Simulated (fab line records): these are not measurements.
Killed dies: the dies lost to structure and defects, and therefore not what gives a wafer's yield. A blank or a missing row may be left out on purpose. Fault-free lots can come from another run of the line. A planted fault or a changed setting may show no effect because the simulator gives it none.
Shared-tool check :: flow gf180mcu :: Sampled: 12 lots, 36 wafers

WHAT PROMPTED THE OPENING
Of 12 lots, 2 have the reading SALICIDE_TIN_RS flagged at GF_SALICIDE_RS_MEAS_04. No-fault wafers: 16.4 ohm/sq, standard deviation 0.42.
Rule: a lot gets a flag if all its wafers with a number sit over 4 standard deviations from that mean, or if no wafer of it has a number. As for the other lots, they are considered sound.

lot: L850
measured: day 15 13:57
on: film metro-02
SALICIDE_TIN_RS (ohm/sq), wafer by wafer: 16.3 16.1 15.9
flag: 

lot: L852
measured: day 16 10:02
on: film metro-01
SALICIDE_TIN_RS (ohm/sq), wafer by wafer: 16.8 16.5 16.2
flag: 

lot: L855
measured: day 17 09:52
on: film metro-01
SALICIDE_TIN_RS (ohm/sq), wafer by wafer: 15.9 16.5 16.1
flag: 

lot: L858
measured: day 18 07:36
on: film metro-03
SALICIDE_TIN_RS (ohm/sq), wafer by wafer: 16.1 16.2 16.2
flag: 

lot: L860
measured: day 19 13:04
on: film metro-03
SALICIDE_TIN_RS (ohm/sq), wafer by wafer: 57.7 57.1 58.0
flag: FLAGGED

lot: L861
measured: day 19 13:59
on: film metro-02
SALICIDE_TIN_RS (ohm/sq), wafer by wafer: 57.5 57.3 57.5
flag: FLAGGED

lot: L863
measured: day 20 04:28
on: film metro-01
SALICIDE_TIN_RS (ohm/sq), wafer by wafer: 16.9 16.7 16.5
flag: 

lot: L864
measured: day 20 12:40
on: film metro-02
SALICIDE_TIN_RS (ohm/sq), wafer by wafer: 16.5 16.1 16.6
flag: 

lot: L865
measured: day 20 23:37
on: film metro-01
SALICIDE_TIN_RS (ohm/sq), wafer by wafer: 16.0 16.0 16.1
flag: 

lot: L866
measured: day 21 06:28
on: film metro-02
SALICIDE_TIN_RS (ohm/sq), wafer by wafer: 16.0 16.2 16.1
flag: 

lot: L867
measured: day 21 16:11
on: film metro-02
SALICIDE_TIN_RS (ohm/sq), wafer by wafer: 16.7 16.9 16.8
flag: 

lot: L871
measured: day 22 23:51
on: film metro-02
SALICIDE_TIN_RS (ohm/sq), wafer by wafer: 16.5 16.8 16.2
flag: 
The mean of the flagged lots' numbers is 57.5 ohm/sq, +41.1 ohm/sq from the usual (+98 standard deviations).

TOOL THAT RAN EACH LOT
The record holds 1 process step before the reading, out of a route of 602 steps. Every cell lists first the tool, next ch and the chambers used by the sampled wafers, and last the start.
lot: L850
flag: 
GF_SALICIDE_SPUTTER_02: pvd sputter-04, day 15 13:53

lot: L852
flag: 
GF_SALICIDE_SPUTTER_02: pvd sputter-02, day 16 09:58

lot: L855
flag: 
GF_SALICIDE_SPUTTER_02: pvd sputter-03, day 17 09:49

lot: L858
flag: 
GF_SALICIDE_SPUTTER_02: pvd sputter-04, day 18 07:31

lot: L860
flag: FLAGGED
GF_SALICIDE_SPUTTER_02: pvd sputter-03, day 19 13:01

lot: L861
flag: FLAGGED
GF_SALICIDE_SPUTTER_02: pvd sputter-03, day 19 13:55

lot: L863
flag: 
GF_SALICIDE_SPUTTER_02: pvd sputter-03, day 20 04:24

lot: L864
flag: 
GF_SALICIDE_SPUTTER_02: pvd sputter-03, day 20 12:36

lot: L865
flag: 
GF_SALICIDE_SPUTTER_02: pvd sputter-04, day 20 23:32

lot: L866
flag: 
GF_SALICIDE_SPUTTER_02: pvd sputter-04, day 21 06:25

lot: L867
flag: 
GF_SALICIDE_SPUTTER_02: pvd sputter-03, day 21 16:07

lot: L871
flag: 
GF_SALICIDE_SPUTTER_02: pvd sputter-03, day 22 23:47
What these steps do:
- GF_SALICIDE_SPUTTER_02: material Co, target thk 10 nm, time 19.75 s.
- GF_SALICIDE_RS_MEAS_04: measures by four-point-probe.

FLAGGED OVER TOTAL, TOOL BY TOOL (the gauges that took the reading come last)
step: GF_SALICIDE_SPUTTER_02
tool: pvd sputter-02
lots run: 1
flagged: 0
share of the flagged lots: none
sound lots run after its first flagged lot: -

step: GF_SALICIDE_SPUTTER_02
tool: pvd sputter-03
lots run: 7
flagged: 2
share of the flagged lots: all
sound lots run after its first flagged lot: 4 (L863,L864,L867,L871)

step: GF_SALICIDE_SPUTTER_02
tool: pvd sputter-04
lots run: 4
flagged: 0
share of the flagged lots: none
sound lots run after its first flagged lot: -

step: GF_SALICIDE_RS_MEAS_04
tool: film metro-01
lots run: 4
flagged: 0
share of the flagged lots: none
sound lots run after its first flagged lot: -

step: GF_SALICIDE_RS_MEAS_04
tool: film metro-02
lots run: 6
flagged: 1
share of the flagged lots: some
sound lots run after its first flagged lot: 4 (L864,L866,L867,L871)

step: GF_SALICIDE_RS_MEAS_04
tool: film metro-03
lots run: 2
flagged: 1
share of the flagged lots: some
sound lots run after its first flagged lot: 0

WHAT IS ALLOWED BY THE TABLE
All flagged lots share 1 row of the table, namely pvd sputter-03 at GF_SALICIDE_SPUTTER_02.
- pvd sputter-03 at GF_SALICIDE_SPUTTER_02: 2 of its 7 lots flagged. After the first flagged lot (L863, L864, L867, L871), sound lots still ran on it; a lasting fault on the whole tool would not permit that. On the flagged lots its readings are blank where sound lots have values: cathode dc power W, chamber pressure pa, throttle valve pct.
Every row of the table either missed a flagged lot or ran a sound lot after the first.

WHAT THE SIMULATOR HAD INSERTED
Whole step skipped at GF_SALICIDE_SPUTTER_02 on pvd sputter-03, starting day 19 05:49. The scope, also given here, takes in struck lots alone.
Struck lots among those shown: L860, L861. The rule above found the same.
